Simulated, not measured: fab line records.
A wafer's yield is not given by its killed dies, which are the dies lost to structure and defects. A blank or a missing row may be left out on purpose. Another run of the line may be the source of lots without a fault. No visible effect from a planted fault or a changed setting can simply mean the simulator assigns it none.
Struck lot and sound lot, side by side    flow gf180mcu    15 out of 602 route steps
Sound: wafers L345.2, L345.4, L345.6. Wafers L358.1, L358.2, L358.6 were the ones struck. The cause is named last.
Each step with rows lists, per side, the tool, then ch with its chambers, then its first start. Under that, the readings that differ: sound wafers    struck wafers    difference of the means    sigmas: that difference in standard deviations of wafers without a fault.
alike: readings with means less than 2 such deviations apart, plus words and numbers identical on both sides. not compared: withheld readings, readings lacking a value on some wafer, bounds such as >300 that could conceal the same value, and numbers that have no deviation in the record and whose values overlap.
Wherever a step has rows on one side only, a row that says differs or no value, or a row with sigmas, the two part there. Non-overlapping numbers with no deviation appear without sigmas and do not part them. A reading that every wafer of one side lacks parts them only if that side has two wafers or more.

GF_V2_ETCH_16: etches BARC in N2/H2.
  sound on rie diel-02 ch 0,1,2, day 21 13:40; struck on rie diel-02 ch 2,3, day 26 02:17
  alike: drypump motor current A, oes product au, throttle valve pct
then, 1 step without rows for these wafers: GF_V2_ETCH_17 (etches SiO2 in C4F8/O2/Ar, stops on TiN, target depth 630 nm).
GF_V2_STRIP_18: strips in O2/N2.
  sound on plasma asher-03 ch 0,1, day 21 13:48; struck on plasma asher-03 ch 0,1, day 26 02:25
  alike: drypump motor current A, heater power w, oes product au
  not compared: rf hours counter h
then, 3 steps without rows for these wafers: GF_V2_STRIP_19 (strips in post etch residue remover, time 1200 s); GF_V2_CLEAN_20 (cleans in DIW); GF_V2_SPUTTER_21 (material Ti, target thk 15 nm, time 80.02 s).
GF_V2_SPUTTER_22: material TiN, target thk 10 nm, time 40 s.
  sound on pvd sputter-01 at day 21 14:23; struck on pvd sputter-02 at day 26 03:01
  alike: cathode dc power W, throttle valve pct
then, 1 step without rows for these wafers: GF_V2_CVD_23 (deposits W, target thk 350 nm, time 104.94 s).
GF_V2_RS_MEAS_24: measurement is done with a four-point probe.
  sound on film metro-02 at day 21 14:34; struck on film metro-02 at day 26 03:10
  alike: V2_W_RS
GF_V2_THK_MEAS_25: measures by xrf.
  sound on film metro-02 at day 21 14:40; struck on film metro-02 at day 26 03:17
  alike: V2_W_THK
GF_V2_CMP_26: polishes, stops on SiO2, t overpolish 15 s, target thk 0 nm.
  sound on cmp-01 ch 2,3, day 21 14:46; struck on cmp-02 ch 0,2,3, day 26 03:46
  alike: motor current A, overpolish run s, time to endpoint s
GF_M3_SPUTTER_00: material Ti, target thk 37.5 nm, time 150 s.
  sound on pvd sputter-03 at day 21 15:01; struck on pvd sputter-03 at day 26 04:01
  alike: cathode dc power W, throttle valve pct
GF_M3_SPUTTER_01: material TiN, target thk 30 nm, time 25 s.
  sound on pvd sputter-03 at day 21 15:07; struck on pvd sputter-03 at day 26 04:07
reading                                 sound                 struck                difference  sigmas
cathode dc power W (W)                  6499.5 6497.1 6502.8  9024.5 9025.1 9024.4  +2524.9     +99 or more
model.TiN_of_M3_SPUTTER_01.thk nm (nm)  30.34 29.89 30.02     42.47 41.83 42.57     +12.21      
  alike: throttle valve pct
then, 2 steps without rows for these wafers: GF_M3_SPUTTER_02 (material AlCu, target thk 450 nm, time 23.9 s); GF_PASSIVATION_PROBE_99.

WHERE THEY PART
At GF_M3_SPUTTER_01 and nowhere else, as far as this record goes.

WHY: the cause the simulator had injected
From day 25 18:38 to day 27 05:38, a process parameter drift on pvd sputter-03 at GF_M3_SPUTTER_01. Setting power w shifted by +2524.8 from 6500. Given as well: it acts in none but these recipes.
